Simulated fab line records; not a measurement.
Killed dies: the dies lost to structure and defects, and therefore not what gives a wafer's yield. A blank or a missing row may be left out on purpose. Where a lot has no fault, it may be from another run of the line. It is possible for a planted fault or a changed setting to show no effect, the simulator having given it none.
The tool behind it: which one? || flow gf180mcu || 6 lots, 18 wafers sampled, at 4 steps of a route of 602

## WHAT EACH GAUGE READ, for each wafer
GF_SALICIDE_THK_MEAS_05: measures by xrf.
{"lot": "L568", "measured": "day 15 17:50", "on": "filmMetro-03", "SALICIDE_TIN_THK (nm)": "19.99 20.12 20.03"}
{"lot": "L573", "measured": "day 17 14:26", "on": "filmMetro-04", "SALICIDE_TIN_THK (nm)": "19.98 20.20 19.93"}
{"lot": "L577", "measured": "day 19 03:41", "on": "filmMetro-02", "SALICIDE_TIN_THK (nm)": "19.87 19.84 19.88"}
{"lot": "L580", "measured": "day 20 17:15", "on": "filmMetro-04", "SALICIDE_TIN_THK (nm)": "19.98 19.85 19.78"}
{"lot": "L583", "measured": "day 21 07:50", "on": "filmMetro-03", "SALICIDE_TIN_THK (nm)": "20.37 19.81 19.81"}

## WHICH TOOL RAN EACH LOT (tool, then ch and the chambers of the sampled wafers, then the start)
{"lot": "L568", "GF_VT_IMPLANT_STRIP_31": "plasmaAsher-04 ch 0,1, day 7 09:19", "GF_POLY_GATE_ETCH_12": "rieDiel-03 ch 0,1,3, day 9 17:11", "GF_HV_LDD_ETCHBACK_58": "rieDiel-04 ch 0,1,2, day 13 01:08"}
{"lot": "L573", "GF_VT_IMPLANT_STRIP_31": "plasmaAsher-03 ch 0,1, day 8 16:13", "GF_POLY_GATE_ETCH_12": "rieDiel-03 ch 0,2,3, day 11 05:10", "GF_HV_LDD_ETCHBACK_58": "rieDiel-03 ch 1,2,3, day 14 19:03"}
{"lot": "L577", "GF_VT_IMPLANT_STRIP_31": "plasmaAsher-03 ch 0,1, day 9 20:32", "GF_POLY_GATE_ETCH_12": "rieDiel-03 ch 0,2,3, day 12 11:29", "GF_HV_LDD_ETCHBACK_58": "rieDiel-03 ch 0,1,2, day 16 05:13"}
{"lot": "L580", "GF_VT_IMPLANT_STRIP_31": "plasmaAsher-03 ch 0,1, day 11 03:12", "GF_POLY_GATE_ETCH_12": "rieDiel-02 ch 0,1, day 13 18:37", "GF_HV_LDD_ETCHBACK_58": "rieDiel-03 ch 0,3, day 17 16:22"}
{"lot": "L583", "GF_VT_IMPLANT_STRIP_31": "plasmaAsher-01 ch 0,1, day 11 13:34", "GF_POLY_GATE_ETCH_12": "rieDiel-02 ch 0,1,2, day 14 07:10", "GF_HV_LDD_ETCHBACK_58": "rieDiel-01 ch 1,2,3, day 18 06:29"}
{"lot": "L585", "GF_VT_IMPLANT_STRIP_31": "plasmaAsher-01 ch 0,1, day 12 04:46", "GF_POLY_GATE_ETCH_12": "rieDiel-02 ch 1,2,3, day 15 00:34", "GF_HV_LDD_ETCHBACK_58": "rieDiel-01 ch 1,2, day 19 01:07"}
- GF_VT_IMPLANT_STRIP_31: strips in O2/N2.
- GF_POLY_GATE_ETCH_12: etches BARC in N2/H2.
- GF_HV_LDD_ETCHBACK_58: etches Si3N4 in CH3F/O2, stops on SiO2, time 100 s, target depth 90 nm.

## THE ANSWER, worked out from the rows above alone
Rule: the lots themselves supply what counts as usual. The widest of any qualifying gaps counts: lots, ordered by their means at a reading, are off when they make up no more than a third of the lots, leave a main group of 4 or more, and stand apart from it by 3 or more times the standard deviation of that group's means. Not used: any main group whose means are identical at the precision the tables above print for the reading. A lot without any number at a reading at which 4 lots or more have one is off too. All remaining lots with rows at the step are treated as sound.
Nothing can be told from this: no lot is off at any reading shown.

## WHAT THE SIMULATOR PUT IN
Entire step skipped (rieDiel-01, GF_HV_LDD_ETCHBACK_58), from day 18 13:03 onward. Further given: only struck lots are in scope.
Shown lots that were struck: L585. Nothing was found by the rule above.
